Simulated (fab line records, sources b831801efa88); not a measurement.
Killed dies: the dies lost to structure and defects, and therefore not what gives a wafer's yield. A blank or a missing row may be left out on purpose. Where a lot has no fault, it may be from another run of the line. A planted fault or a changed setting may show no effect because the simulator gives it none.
fab line records	flow sky130
[record] lots = 5	wafers = 15	lastDay = 50
route steps=708 shown POLY_GATE@218 PAD_OPEN@708
lots that met no fault: taken from a fault-free run of the same line
startH: the number of hours between the record's first day and the start of the first shown wafer of the lot	waitH: time in hours since the lot's previous step	" as in the row above	L1.1+2: several wafers, shown together as one row	- no value, or no start given	* or withheld: withheld	< > ~ a bound
route shown NAME@n: NAME is a module with steps in the file, n the number in the route of the first one	usual: mean/standard deviation of fault-free wafers	same: alike in all rows	chamber/n: place in a boat	sites: each site's reading	_std_site: the standard deviation of these	_edge_site: outer sites' mean less inner sites'	radiusMm: for every site, how far away it sits from the centre of the wafer	mask NAME#n: copy n	behind: the last tool/chamber to shape the wafer	hold: why the lot was held/for how many hours/how that ended	device: names the non-switching transistor (n, p or np)	end of line: the route-end tests of the same wafers	a step without rows: its recipe alone	killed: dies that structure and defects cost at the first sort, which is not the same as the wafer's yield	map: dies across one wafer; x = killed, . = not, _ = none there
set.NAME: setting as actually run; set.NAME@STEP: the setting as run at that earlier step	model.NAME: the simulator's own value behind a step, which no gauge read
a table for each step, a row for each wafer; lots at some steps of the route
services: when a tool's chamber went out of use (startH, in hours from the record's first day, below 0 if earlier), for how many hours, and the reason
[[steps]]
[step SKY_POLY_GATE_THK_MEAS_04]
[recipe] reads = Si3N4_of_POLY_GATE_CVD_03
[usual] POLY_GATE_CVD_03_THK = 74.8/0.65
lot.wafer	tool	chamber	startH	waitH	POLY_GATE_CVD_03_THK[nm]
L387.2	filmMetro-01	-	357.67	0.0	74.9
L387.3	"	-	"	"	74.8
L387.5	"	-	"	"	75.1
L395.3	filmMetro-03	-	432.62	0.0	75.9
L395.4	"	-	"	"	76.4
L395.5	"	-	"	"	75.9
L401.3	filmMetro-01	-	480.87	0.0	74.0
L401.4	"	-	"	"	73.3
L401.5	"	-	"	"	73.1
L405.1	filmMetro-01	-	511.86	0.0	74.4
L405.4	"	-	"	"	74.4
L405.6	"	-	"	"	74.8
L406.1	filmMetro-01	-	514.04	0.0	75.5
L406.4	"	-	"	"	75.4
L406.6	"	-	"	"	75.1
[step SKY_POLY_GATE_DEHYDRATE_05]
[recipe] tempC = 200	timeS = 60
[step SKY_POLY_GATE_HMDS_06]
[recipe] primeTimeS = 60	primeTempC = 120
[step SKY_POLY_GATE_COAT_07]
[recipe] resist = BARC	tempC = withheld	timeS = withheld	spinRpm = 3000	resistThkNm = 110
[step SKY_POLY_GATE_COAT_08]
[recipe] resist = KrF-thick	spinRpm = 3000	resistThkNm = 450
[step SKY_POLY_GATE_SOFTBAKE_09]
[recipe] tempC = 100	timeS = 90	resist = KrF-thick
[step SKY_POLY_GATE_EXPOSE_10]
[recipe] maskId = P1M	na = 0.68	sourceShape = conventional	sigmaOuter = 0.6	targetCdNm = 150	doseMj = 28
[step SKY_POLY_GATE_PEB_11]
[recipe] pebTempC = withheld	pebTimeS = withheld	resist = KrF-thick
[step SKY_POLY_GATE_DEVELOP_12]
[recipe] developTimeS = 60	resist = KrF-thick	devTempC = 21
[step SKY_POLY_GATE_CD_MEAS_13]
[recipe] targetCdNm = 150
[usual] cdNm = 149.9/1.5
lot.wafer	tool	chamber	startH	waitH	cdNm
L387.2	cdSem-01	-	386.18	-	148.9
L387.3	"	-	"	"	150.4
L387.5	"	-	"	"	150.2
L395.3	cdSem-02	-	464.05	-	151.2
L395.4	"	-	"	"	151.2
L395.5	"	-	"	"	149.3
L401.3	cdSem-01	-	511.70	-	150.4
L401.4	"	-	"	"	148.9
L401.5	"	-	"	"	150.3
L405.1	cdSem-02	-	540.90	-	148.8
L405.4	"	-	"	"	149.1
L405.6	"	-	"	"	148.7
L406.1	cdSem-02	-	545.19	-	150.2
L406.4	"	-	"	"	149.6
L406.6	"	-	"	"	149.0
[step SKY_POLY_GATE_OVL_MEAS_14]
[usual] POLY_GATE_OVL = -1/4.8
lot.wafer	tool	chamber	startH	waitH	POLY_GATE_OVL[nm]
L387.2	overlay-01	-	386.29	0.1	3
L387.3	"	-	"	"	-5
L387.5	"	-	"	"	-13
L395.3	overlay-02	-	464.15	0.1	-5
L395.4	"	-	"	"	-4
L395.5	"	-	"	"	7
L401.3	overlay-02	-	511.80	0.1	5
L401.4	"	-	"	"	3
L401.5	"	-	"	"	5
L405.1	overlay-02	-	541.02	0.1	-9
L405.4	"	-	"	"	-3
L405.6	"	-	"	"	-4
L406.1	overlay-02	-	545.31	0.1	0
L406.4	"	-	"	"	5
L406.6	"	-	"	"	-1
[step SKY_POLY_GATE_ETCH_15]
[recipe] chemistry = N2/H2	target = BARC	ionEnergyEv = 200	sourceW = 500	biasW = 100	pressureMtorr = 30	n2FlowSccm = 100	h2FlowSccm = 200	stopOn = SiO2	timeS = 118.5	targetDepthA = 1100
[usual] drypumpMotorCurrentA = 5.6/0.49	oesProductAu = 0.716/0.0046	runLengthS = 146.9/0.43	throttleValvePct = 13.213/0.0088
lot.wafer	tool	chamber	startH	waitH	drypumpMotorCurrentA	oesProductAu	rfHoursCounterH	runLengthS	throttleValvePct
L387.2	rieDiel-03	3	386.32	0.0	5.1	0.720	103	146.5	13.231
L387.3	"	0	"	"	5.7	0.715	11	146.7	13.200
L387.5	"	1	"	"	5.8	0.723	-	147.1	13.204
L395.3	rieDiel-04	1	464.17	0.0	5.5	0.712	7	147.4	13.216
L395.4	"	0	"	"	5.6	0.713	64	147.4	13.214
L395.5	"	1	"	"	5.5	0.719	-	147.4	13.211
L401.3	rieDiel-04	1	511.82	0.0	5.5	0.717	8	147.0	13.225
L401.4	"	0	"	"	5.6	0.722	65	147.2	13.199
L401.5	"	0	"	"	5.5	0.722	-	147.0	13.211
L405.1	rieDiel-03	0	541.06	0.0	5.7	0.713	14	146.8	13.198
L405.4	"	3	"	"	5.1	0.716	2	146.3	13.215
L405.6	"	0	"	"	5.7	0.716	-	146.8	13.217
L406.1	rieDiel-03	2	545.35	0.0	5.1	0.714	36	146.5	13.217
L406.4	"	1	"	"	5.8	0.708	11	147.4	13.214
L406.6	"	3	"	"	5.1	0.720	-	146.8	13.233
[step SKY_POLY_GATE_ETCH_16]
[recipe] stopOn = poly-Si	chemistry = CH3F/O2	target = Si3N4	sourceW = 400	biasW = 80	pressureMtorr = 25	ch3fFlowSccm = 40	O2_flow_sccm = 30	timeS = 147.5	targetDepthA = 750
[usual] drypumpMotorCurrentA = 5.6/0.49	oesProductAu = 0.640/0.005	runLengthS = 175.9/0.41	throttleValvePct = 10.535/0.0085
lot.wafer	tool	chamber	startH	waitH	drypumpMotorCurrentA	oesProductAu	rfHoursCounterH	runLengthS	throttleValvePct	model.KrF-thick_of_POLY_GATE_COAT_08.thkNm
L387.2	rieDiel-03	3	386.40	0.0	5.1	0.648	103	175.8	10.543	234
L387.3	"	0	"	"	5.7	0.637	11	176.0	10.544	232.9
L387.5	"	1	"	"	5.8	0.638	-	177.0	10.525	232
L395.3	rieDiel-04	1	464.25	0.0	5.5	0.642	7	176.1	10.552	232.6
L395.4	"	0	"	"	5.5	0.644	64	176.4	10.538	230.2
L395.5	"	1	"	"	5.5	0.641	-	176.5	10.525	233.6
L401.3	rieDiel-04	1	511.90	0.0	5.5	0.675	8	164.8	10.524	239.8
L401.4	"	0	"	"	5.6	0.634	65	175.9	10.525	229.9
L401.5	"	0	"	"	5.6	0.630	-	176.2	10.533	231.2
L405.1	rieDiel-03	0	541.14	0.0	5.7	0.632	14	175.7	10.528	234.3
L405.4	"	3	"	"	5.1	0.637	2	175.3	10.543	233.6
L405.6	"	0	"	"	5.7	0.639	-	176.2	10.527	233.3
L406.1	rieDiel-03	2	545.43	0.0	5.1	0.644	36	175.6	10.539	229.3
L406.4	"	1	"	"	5.8	0.646	11	176.6	10.527	231.3
L406.6	"	3	"	"	5.1	0.641	-	175.7	10.544	233.6
[step SKY_POLY_GATE_ETCH_17]
[recipe] targetDepthNm = 180	stopOn = SiO2	overEtchFrac = 0.56667	chemistry = HBr/Cl2	target = poly-Si	icpW = 400	biasW = 100	pressureMtorr = 10	HBr_flow_sccm = 150	Cl2_flow_sccm = 50	timeS = 70.5
[usual] drypumpMotorCurrentA = 5.82/0.21	oesProductAu = 0.986/0.0079	runLengthS = 98.8/0.54	throttleValvePct = 33.686/0.0084
lot.wafer	tool	chamber	startH	waitH	drypumpMotorCurrentA	oesProductAu	rfHoursCounterH	runLengthS	throttleValvePct	model.KrF-thick_of_POLY_GATE_COAT_08.thkNm
L387.2	rieSi-02	1	386.50	0.0	5.66	0.987	59	98.8	33.663	140.5
L387.3	"	3	"	"	5.87	0.988	2	98.2	33.686	139.5
L387.5	"	3	"	"	5.87	0.989	-	97.7	33.679	138.1
L395.3	rieSi-02	0	464.35	0.0	6.01	0.980	45	97.9	33.692	138.8
L395.4	"	1	"	"	5.65	0.990	60	99.0	33.684	136.9
L395.5	"	0	"	"	5.99	0.998	-	98.5	33.685	138.7
L401.3	rieSi-02	3	512.00	0.0	5.89	0.991	3	98.1	33.667	145.5
L401.4	"	1	"	"	5.67	0.992	0	98.9	33.675	135.9
L401.5	"	3	"	"	5.87	1.003	-	97.7	33.675	136.2
L405.1	rieSi-02	0	541.24	0.0	6.00	1.002	45	98.0	33.684	137.7
L405.4	"	2	"	"	5.45	1.004	5	98.8	33.687	136.8
L405.6	"	0	"	"	5.99	0.999	-	97.9	33.684	137.2
L406.1	rieSi-01	0	545.53	0.0	5.95	0.977	3	98.1	33.681	136.3
L406.4	"	0	"	"	5.96	0.982	-	98.6	33.682	137.9
L406.6	"	2	"	"	5.73	0.986	-	98.6	33.691	140.4
[step SKY_POLY_GATE_STRIP_18]
[recipe] chemistry = O2/N2	powerW = 1400	pressureMtorr = 1500	platenTempC = withheld	o2FlowSccm = 3000	n2FlowSccm = 300	overashFraction = 0.5
[usual] drypumpMotorCurrentA = 5.3/0.32	oesProductAu = 0.360/0.005	stripTimeToEndpointS = 3.16/0.036
lot.wafer	tool	chamber	startH	waitH	drypumpMotorCurrentA	oesProductAu	rfHoursCounterH	stripTimeToEndpointS
L387.2	plasmaAsher-04	0	386.56	0.0	5.5	0.365	26	3.19
L387.3	"	1	"	"	5.3	0.353	-	3.16
L387.5	"	1	"	"	5.4	0.357	-	3.14
L395.3	plasmaAsher-04	1	464.44	0.1	5.3	0.355	-	3.15
L395.4	"	0	"	"	5.5	0.369	-	3.14
L395.5	"	0	"	"	5.5	0.358	-	3.16
L401.3	plasmaAsher-04	1	512.09	0.1	5.3	0.361	-	3.21
L401.4	"	0	"	"	5.6	0.345	-	3.13
L401.5	"	1	"	"	5.3	0.365	-	3.13
L405.1	plasmaAsher-04	0	541.29	0.0	5.6	0.357	42	3.15
L405.4	"	1	"	"	5.3	0.357	-	3.13
L405.6	"	1	"	"	5.3	0.356	-	3.15
L406.1	plasmaAsher-04	1	545.58	0.0	5.3	0.358	42	3.10
L406.4	"	1	"	"	5.3	0.353	-	3.14
L406.6	"	0	"	"	5.5	0.360	-	3.16
[step SKY_PAD_OPEN_PROBE_99]
[usual] killed_at_M0_to_M3 = 43/7.2	killed_at_M4_up = 3.1/1.8	killedAtContacts = 24/5.4	killedAtFrontEnd = 15/4.4	killedAtOther = 0.4/0.56	killedDies = 86/9.3	killedOnRim = 17/3.6	killedOpen = 47/6.9	killedShort = 39/6.6
[same] grossDies = 492	killedAtBackSide = 0
lot.wafer	tool	chamber	startH	waitH	killed_at_M0_to_M3	killed_at_M4_up	killedAtContacts	killedAtFrontEnd	killedAtOther	killedDies	killedOnRim	killedOpen	killedShort
L387.2	prober-01	-	1092.31	0.1	32	4	21	15	1	73	9	35	38
L387.3	prober-01	-	1092.36	0.2	32	1	31	23	0	87	15	41	45
L387.5	prober-01	-	1092.46	0.2	33	3	26	15	0	77	16	42	34
L395.3	prober-02	-	1138.79	0.2	52	4	21	14	1	92	19	52	40
L395.4	prober-02	-	1138.84	0.2	54	5	23	7	0	89	17	47	42
L395.5	prober-02	-	1138.89	0.2	49	2	23	10	0	84	18	48	36
L401.3	prober-01	-	1178.25	0.2	52	3	14	12	0	81	15	37	44
L401.4	prober-01	-	1178.30	0.2	47	3	29	22	0	101	20	54	47
L401.5	prober-01	-	1178.35	0.2	29	1	19	19	1	69	9	42	26
L405.1	prober-01	-	1184.60	0.1	41	3	20	10	0	74	16	36	38
L405.4	prober-01	-	1184.75	0.2	46	2	21	12	1	82	17	48	34
L405.6	prober-01	-	1184.85	0.2	36	3	28	14	1	82	19	52	30
L406.1	prober-02	-	1189.05	0.1	54	3	19	14	0	90	14	54	35
L406.4	prober-02	-	1189.20	0.2	54	0	30	14	0	98	17	63	35
L406.6	prober-02	-	1189.30	0.2	47	4	25	14	0	90	19	51	38
// killed by level:class
L387.2 VIA1:geometricParticle:open=8 FIELD_ISO:geometricParticle:short=6 LI_CONTACT:geometricParticle:open=6 VIA3:geometricParticle:open=6 CONTACT:geometricParticle:short=5 LOCAL_INTERCONNECT:geometricParticle:short=4 METAL1:geometricParticle:short=4 VIA2:geometricParticle:open=4
L387.3 LI_CONTACT:geometricParticle:open=12 FIELD_ISO:geometricParticle:short=7 POLY_GATE:geometricParticle:short=6 CONTACT:geometricParticle:open=6 METAL1:geometricParticle:short=6 VIA3:geometricParticle:open=6 LI_CONTACT:geometricParticle:short=5 METAL2:geometricParticle:short=5
L387.5 LI_CONTACT:geometricParticle:open=10 VIA1:geometricParticle:open=10 CONTACT:geometricParticle:open=7 FIELD_ISO:geometricParticle:short=6 LOCAL_INTERCONNECT:geometricParticle:short=4 METAL2:geometricParticle:short=4 VIA2:geometricParticle:open=4 VIA3:geometricParticle:open=4
L395.3 VIA1:geometricParticle:open=15 VIA1:geometricParticle:short=9 VIA2:geometricParticle:open=9 METAL2:geometricParticle:short=7 LOCAL_INTERCONNECT:geometricParticle:short=6 LI_CONTACT:geometricParticle:open=5 CONTACT:geometricParticle:open=5 POLY_GATE:geometricParticle:open=4
L395.4 VIA1:geometricParticle:open=11 CONTACT:geometricParticle:open=9 VIA3:geometricParticle:open=9 METAL1:geometricParticle:short=6 VIA1:geometricParticle:short=5 VIA3:geometricParticle:short=4 LI_CONTACT:geometricParticle:open=4 LOCAL_INTERCONNECT:geometricParticle:short=4
L395.5 VIA1:geometricParticle:open=14 METAL1:geometricParticle:short=11 CONTACT:geometricParticle:open=9 METAL2:geometricParticle:short=5 LI_CONTACT:geometricParticle:open=5 VIA2:geometricParticle:open=5 FIELD_ISO:geometricParticle:open=4 LOCAL_INTERCONNECT:geometricParticle:short=4
L401.3 VIA1:geometricParticle:short=12 VIA1:geometricParticle:open=8 METAL2:geometricParticle:short=6 METAL3:geometricParticle:short=5 FIELD_ISO:geometricParticle:short=5 VIA3:geometricParticle:open=5 CONTACT:geometricParticle:open=5 VIA2:geometricParticle:open=5
L401.4 VIA1:geometricParticle:open=13 CONTACT:geometricParticle:open=12 VIA2:geometricParticle:open=8 METAL2:geometricParticle:short=7 VIA3:geometricParticle:open=7 FIELD_ISO:geometricParticle:short=6 CONTACT:geometricParticle:short=6 POLY_GATE:geometricParticle:short=5
L401.5 VIA1:geometricParticle:open=10 POLY_GATE:geometricParticle:short=8 VIA2:geometricParticle:open=6 CONTACT:geometricParticle:open=6 CONTACT:geometricParticle:short=5 LI_CONTACT:geometricParticle:open=4 POLY_GATE:geometricParticle:open=3 METAL1:geometricParticle:short=3
L405.1 VIA1:geometricParticle:open=10 LI_CONTACT:geometricParticle:open=6 VIA3:geometricParticle:open=6 CONTACT:geometricParticle:open=5 METAL1:geometricParticle:short=5 METAL2:geometricParticle:short=5 FIELD_ISO:geometricParticle:short=4 CONTACT:geometricParticle:short=4
L405.4 VIA1:geometricParticle:open=8 VIA2:geometricParticle:open=8 VIA3:geometricParticle:open=6 CONTACT:geometricParticle:open=6 METAL2:geometricParticle:short=6 VIA2:geometricParticle:short=6 LOCAL_INTERCONNECT:geometricParticle:short=5 LI_CONTACT:geometricParticle:open=5
L405.6 VIA1:geometricParticle:open=11 LI_CONTACT:geometricParticle:open=10 CONTACT:geometricParticle:open=9 METAL2:geometricParticle:short=6 POLY_GATE:geometricParticle:open=4 LI_CONTACT:geometricParticle:short=4 FIELD_ISO:geometricParticle:open=3 LOCAL_INTERCONNECT:geometricParticle:short=3
L406.1 VIA1:geometricParticle:open=19 CONTACT:geometricParticle:open=10 VIA1:geometricParticle:short=8 POLY_GATE:geometricParticle:open=5 FIELD_ISO:geometricParticle:short=4 VIA3:geometricParticle:open=4 VIA2:geometricParticle:open=4 VIA3:geometricParticle:short=4
L406.4 VIA1:geometricParticle:open=16 CONTACT:geometricParticle:open=14 VIA3:geometricParticle:open=9 VIA2:geometricParticle:open=8 LI_CONTACT:geometricParticle:open=7 VIA1:geometricParticle:short=7 METAL1:geometricParticle:short=5 CONTACT:geometricParticle:short=4
L406.6 VIA3:geometricParticle:open=12 VIA1:geometricParticle:open=11 CONTACT:geometricParticle:open=10 LI_CONTACT:geometricParticle:open=7 VIA1:geometricParticle:short=6 FIELD_ISO:geometricParticle:short=5 LOCAL_INTERCONNECT:geometricParticle:short=5 METAL1:geometricParticle:short=4
[[services]]
tool	chamber	startH	hours	kind
rieSi-02	0	370.27	2.7	repair
rieSi-02	0	385.06	5.2	repair
rieSi-01	0	386.44	3.3	repair
rieSi-01	-	387.81	0.2	repair
rieDiel-04	0	408.14	15.7	repair
rieDiel-03	2	426.35	4.7	repair
rieDiel-03	-	427.10	0.7	repair
plasmaAsher-04	-	429.20	8.1	repair
rieSi-01	3	431.73	1.8	repair
rieDiel-03	3	433.96	-	clean
rieDiel-03	3	433.96	15.8	scheduledDown
rieDiel-03	3	433.96	15.8	ventCycle
rieDiel-03	-	440.56	14.6	pm
rieDiel-04	0	445.10	16.5	repair
rieSi-01	1	446.70	2.1	repair
rieDiel-04	2	448.81	2.5	repair
rieSi-02	-	454.30	0.2	repair
rieDiel-04	1	485.35	2.8	repair
rieDiel-03	-	490.14	0.7	repair
rieSi-01	3	496.02	3.3	repair
rieDiel-03	0	503.83	1.9	repair
rieSi-01	3	506.39	9.6	repair
rieSi-02	3	512.69	1.8	repair
rieDiel-03	2	516.52	2.2	repair
[[key]]
[firstSign] step = SKY_POLY_GATE_ETCH_16	reading = runLengthS	direction = down	sigmas = 27	usual = *	struck = *
[effect] step = SKY_POLY_GATE_ETCH_16	reading = oesProductAu	direction = up	sigmas = 7.1	usual = 0.640	struck = 0.675
[modelEffect] step = SKY_POLY_GATE_ETCH_16	value = KrF-thick_of_POLY_GATE_COAT_08.thkNm	without = 231.1	struck = 239.8
[modelEffect] step = SKY_POLY_GATE_ETCH_17	value = KrF-thick_of_POLY_GATE_COAT_08.thkNm	without = 136.8	struck = 145.5
metAt SKY_POLY_GATE_ETCH_16
struckWafers L401.3
testerLeftOut L401
onsetBetween 464.25 511.90
[fault] kind = processParameterDrift	tool = rieDiel-04	chamber = 1	onsetH = 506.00	steps = SKY_POLY_GATE_ETCH_16	channel = timeS	offset = *	shape = step	endH = 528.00	actsIn = *	stated = *
// testerLeftOut: of these lots the tester's yield and bins aren't shown, on N5 and GAA mostly nor the transistor test; their killed dies are dies lost to structure and defects alone, not to doping, threshold or leakage, so they don't give the yield
